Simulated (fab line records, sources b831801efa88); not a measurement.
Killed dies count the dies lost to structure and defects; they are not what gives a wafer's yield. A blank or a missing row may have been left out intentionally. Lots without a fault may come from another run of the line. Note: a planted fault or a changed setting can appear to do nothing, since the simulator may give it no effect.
Problem report in the 8D (eight disciplines) form, filled by code / flow sky130 / the parts of the form that need people (team, actions taken, sign-off) are left out

1. WHAT WENT WRONG
killed_at_M4_up at SKY_PAD_OPEN_PROBE_99 reads a mean of 67.0 on 1 wafer of 1 lot; wafers without a fault read 3.0 with a standard deviation of 1.7. That puts it +38 standard deviations away from the usual mean.
First observed at day 48 19:19: wafer L977.3, on prober-02. The record holds 3 wafers of 1 lot with a number at this step. The rule behind "out" and "out of limits": a value lying over 4 standard deviations away from the usual mean. Any other wafer with a number is counted as sound.

2. WHAT IT IS; WHAT IT IS NOT
question=which readings at this step | is=killed_at_M4_up, defect limited yield, killed dies, sort_bin_3_pad_short, sort n pass, sort yield pct | is not=killed_at_M0_to_M3, killed at contacts, killed at front end, killed on rim, killed open, killed short, sort_bin_6_memory
question=which lots | is=L977 | is not=-
question=which wafers of those lots | is=L977.3 | is not=L977.2, L977.6
question=read on which tools | is=prober-02 | is not=-
question=when | is=from day 48 19:19 | is not=up to then (1 sound wafer); but 1 sound wafer of L977 came after

3. WHAT RULES OUT EACH SUSPECT
Counting: any tool at a process step up to the reading remains a suspect provided it ran every lot that is out. Sound lots after the first of them don't rule it out here, since some wafers of a struck lot are sound.
- pvd sputter-02 at SKY_METAL3_SPUTTER_01 (material TiN, target thk 20 nm, time 16.7 s): kept. It ran the lot that is out, L977 (day 40 04:55).
- pvd sputter-02 at SKY_METAL3_SPUTTER_03 (material Ti, target thk 5 nm, time 3.3 s): kept. It ran the lot that is out, L977 (day 40 04:59).
- pvd sputter-02 at SKY_METAL3_SPUTTER_04 (material TiN, target thk 70 nm, time 58.3 s): kept. It ran the lot that is out, L977 (day 40 05:00).
- pvd sputter-02 at SKY_METAL5_SPUTTER_00 (material Ti, target thk 15 nm, time 10 s): kept. It ran the lot that is out, L977 (day 46 05:19).
- prober-02 at SKY_PAD_OPEN_PROBE_99: kept. It ran the lot that is out, L977 (day 48 19:16). Its own readings are out on those wafers: defect limited yield, killed_at_M4_up, killed dies, sort_bin_3_pad_short, sort n pass, sort yield pct.
Left after counting: pvd sputter-02 at SKY_METAL3_SPUTTER_01, pvd sputter-02 at SKY_METAL3_SPUTTER_03, pvd sputter-02 at SKY_METAL3_SPUTTER_04, pvd sputter-02 at SKY_METAL5_SPUTTER_00, prober-02 at SKY_PAD_OPEN_PROBE_99.

4. THE CAUSE (what the simulator had put in)
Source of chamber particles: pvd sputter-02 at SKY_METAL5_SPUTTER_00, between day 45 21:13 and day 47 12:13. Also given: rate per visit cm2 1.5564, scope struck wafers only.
5 suspects survive the count, and this tool is in that group.

5. THE EFFECT CHAIN, in route order
Rows list readings where the struck wafers' mean (over those with a number) sits beyond 3 standard deviations from the usual. Scope: only readings with a usual standard deviation given in the record; hours: median across lots of the time from each lot's start at the first step in this table that gives one to its start at this step; sigmas: change in usual standard deviations.
hours=0; step=SKY_PAD_OPEN_PROBE_99; reading=defect limited yield; usual=82.7 %; on struck wafers=72.4; change=-10.3; sigmas=-4.9
hours=0; step=SKY_PAD_OPEN_PROBE_99; reading=killed_at_M4_up; usual=3.0; on struck wafers=67.0; change=+64.0; sigmas=+38
hours=0; step=SKY_PAD_OPEN_PROBE_99; reading=killed at other; usual=0.3; on struck wafers=2.0; change=+1.7; sigmas=+3.4
hours=0; step=SKY_PAD_OPEN_PROBE_99; reading=killed dies; usual=85; on struck wafers=136; change=+51; sigmas=+5.1
hours=0; step=SKY_PAD_OPEN_PROBE_99; reading=sort_bin_3_pad_short; usual=0.9 %; on struck wafers=4.5; change=+3.6; sigmas=+8.6
hours=0; step=SKY_PAD_OPEN_PROBE_99; reading=sort_bin_5_function; usual=10.2 %; on struck wafers=15.9; change=+5.7; sigmas=+3.6
hours=0; step=SKY_PAD_OPEN_PROBE_99; reading=sort n pass; usual=407; on struck wafers=356; change=-51; sigmas=-5.1
hours=0; step=SKY_PAD_OPEN_PROBE_99; reading=sort yield pct; usual=82.7 %; on struck wafers=72.4; change=-10.3; sigmas=-4.9
Here are the process steps it includes:
- SKY_PAD_OPEN_PROBE_99

6. WHAT WOULD HAVE CAUGHT IT SOONER
The fault began at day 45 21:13; the first out-of-limits reading in this record came at day 48 19:19, 70 hours later.
No tool reading at SKY_METAL5_SPUTTER_00 that has a usual standard deviation in the record was out on any struck wafer, so an alarm limit of 4 standard deviations on those readings would not have fired.
Lots out: 1; all had begun SKY_METAL5_SPUTTER_00 on pvd sputter-02 by day 48 19:19. Tool hold at that time: it would have spared none of them.
